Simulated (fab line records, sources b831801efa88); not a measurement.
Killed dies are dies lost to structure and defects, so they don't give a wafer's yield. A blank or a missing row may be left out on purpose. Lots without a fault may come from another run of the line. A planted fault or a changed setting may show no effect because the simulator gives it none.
Which tool did it? | flow gf180mcu | 7 lots, 21 wafers sampled, at 1 step of a route of 602

WHAT THE GAUGES READ, wafer by wafer
GF_HV_LDD_OVL_MEAS_08.
lot  | measured     | on         | HV_LDD_OVL (nm)
L442 | day 10 11:36 | overlay-02 | 0.6 0.7 1.5
L445 | day 11 07:41 | overlay-01 | -0.2 -2.2 0.1
L453 | day 13 16:24 | overlay-02 | -0.7 0.5 0.8
L455 | day 14 07:01 | overlay-01 | 0.8 -2.2 -1.3
L458 | day 15 07:29 | overlay-01 | 0.0 1.1 -2.0
L461 | day 16 06:10 | overlay-01 | -1.3 -1.9 -2.4
L464 | day 17 04:09 | overlay-01 | -0.7 -1.0 -0.4

WHICH TOOL RAN EACH LOT (tool, then ch and the chambers of the sampled wafers, then the start)
The record holds no process step before these readings.

THE ANSWER, worked out from the rows above alone
Rule: what is usual is taken from the lots themselves. Put in order of their means at a reading, lots are off if they are a third of the lots or fewer, leave a main group of 4 or more, and stand apart from it by a gap of 3 or more times the standard deviation of the main group's means; of several such gaps the widest counts. A main group whose means are all the same, to the digits that the tables above print for the reading, isn't used. A lot without any number at a reading at which 4 lots or more have one is off too. The other lots that the step has rows for count as sound.
No lot is off at any reading shown: from this, nothing can be told.

WHAT THE SIMULATOR HAD PUT IN
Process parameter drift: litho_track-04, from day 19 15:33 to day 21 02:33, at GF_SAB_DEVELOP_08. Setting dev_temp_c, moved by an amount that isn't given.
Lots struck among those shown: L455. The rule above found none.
